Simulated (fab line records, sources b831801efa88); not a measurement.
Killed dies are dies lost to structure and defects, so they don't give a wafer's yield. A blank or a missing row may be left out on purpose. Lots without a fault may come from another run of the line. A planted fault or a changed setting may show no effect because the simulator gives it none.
A struck lot beside a sound one | flow sky130 | 15 steps out of a route of 708
Sound: wafers L959.2, L959.3, L959.6. Struck: wafer L969.1. (L969.3 of the same lot was not struck and is left out.) The cause comes at the end.
At each step with rows: each side's tool, then ch and its chambers, then its first start. Under that, the readings that differ: sound wafers | struck wafers | difference of the means | sigmas: that difference in standard deviations of wafers without a fault.
alike: readings whose means differ by less than 2 such deviations, and words and numbers that are the same on both sides. not compared: withheld readings, readings that some wafer has no value for, bounds like >300 that may hide the same value, and numbers for which the record gives no deviation and whose values overlap.
The two part at a step that has a row with sigmas, a row that says differs or no value, or rows on one side only. Numbers that don't overlap but have no deviation are shown without sigmas and don't part them. A reading that every wafer of one side lacks parts them only if that side has two wafers or more.

first, 3 steps without rows for these wafers: SKY_CONTACT_EXPOSE_11 (exposes mask CTM1, target cd 170 nm); SKY_CONTACT_PEB_12; SKY_CONTACT_DEVELOP_13 (develop time 60 s).
SKY_CONTACT_CD_MEAS_14: target cd 170 nm.
  sound on cd_sem-01, day 32 10:36; struck on cd_sem-01, day 36 01:40
  alike: cd_nm
SKY_CONTACT_OVL_MEAS_15:
  sound on overlay-02, day 32 10:42; struck on overlay-02, day 36 01:47
  alike: CONTACT_OVL
SKY_CONTACT_ETCH_16: etches BARC in N2/H2, stops on SiO2, time 45.9 s, target depth 60 nm.
  sound on rie_diel-01 ch 1,3, day 32 10:44; struck on rie_diel-03 ch 2, day 36 01:49
  alike: drypump_motor_current_A, oes_product_au, throttle_valve_pct
  not compared: rf_hours_counter_h
SKY_CONTACT_ETCH_17: etches SiO2 in C4F8/O2/Ar, stops on Si3N4, target depth 340 nm.
  sound on rie_diel-01 ch 1,3, day 32 10:46; struck on rie_diel-03 ch 2, day 36 01:52
  alike: oes_product_au
SKY_CONTACT_ETCH_18: etches Si3N4 in CHF3/O2, stops on TiN, time 39 s, target depth 75 nm.
  sound on rie_diel-01 ch 1,3; struck on rie_diel-03 ch 2
  alike: drypump_motor_current_A, oes_product_au, throttle_valve_pct
  not compared: rf_hours_counter_h
SKY_CONTACT_STRIP_19: strips in O2/N2.
  sound on plasma_asher-04 ch 0,1, day 32 10:52; struck on plasma_asher-03 ch 0, day 36 01:57
  reading               | sound             | struck | difference | sigmas
  oes_product_au (a.u.) | 0.383 0.386 0.384 | 0.370  | -0.014     | -3
  alike: drypump_motor_current_A, strip_time_to_endpoint_s
  not compared: rf_hours_counter_h
then, 3 steps without rows for these wafers: SKY_CONTACT_STRIP_20 (strips in post etch residue remover, time 1200 s); SKY_CONTACT_CLEAN_21 (cleans in IPA, time 180 s); SKY_CONTACT_CLEAN_22 (cleans in O3/DIW).
SKY_CONTACT_SPUTTER_23: material TiN, target thk 20 nm, time 80 s.
  sound on pvd_sputter-02, day 32 11:28; struck on pvd_sputter-03, day 36 02:33
  reading                                     | sound             | struck | difference | sigmas
  model.TiN_of_CONTACT_SPUTTER_23.thk_nm (nm) | 20.08 19.73 19.98 | 33.31  | +13.38     |
  alike: throttle_valve_pct
SKY_CONTACT_CVD_24: deposits W, target thk 340 nm, time 102.12 s.
  sound on cvd_w-02 ch 0,1, day 32 11:31; struck on cvd_w-02 ch 0, day 36 02:37
  alike: heater_power_w
  not compared: since_wet_clean_h
SKY_PAD_OPEN_PROBE_99:
  the record has rows for the sound wafers here (prober-01, day 46 09:27) and none for the struck ones

WHERE THEY PART
First at SKY_CONTACT_STRIP_19; last, within this record, at SKY_PAD_OPEN_PROBE_99.

WHY: what the simulator had put in
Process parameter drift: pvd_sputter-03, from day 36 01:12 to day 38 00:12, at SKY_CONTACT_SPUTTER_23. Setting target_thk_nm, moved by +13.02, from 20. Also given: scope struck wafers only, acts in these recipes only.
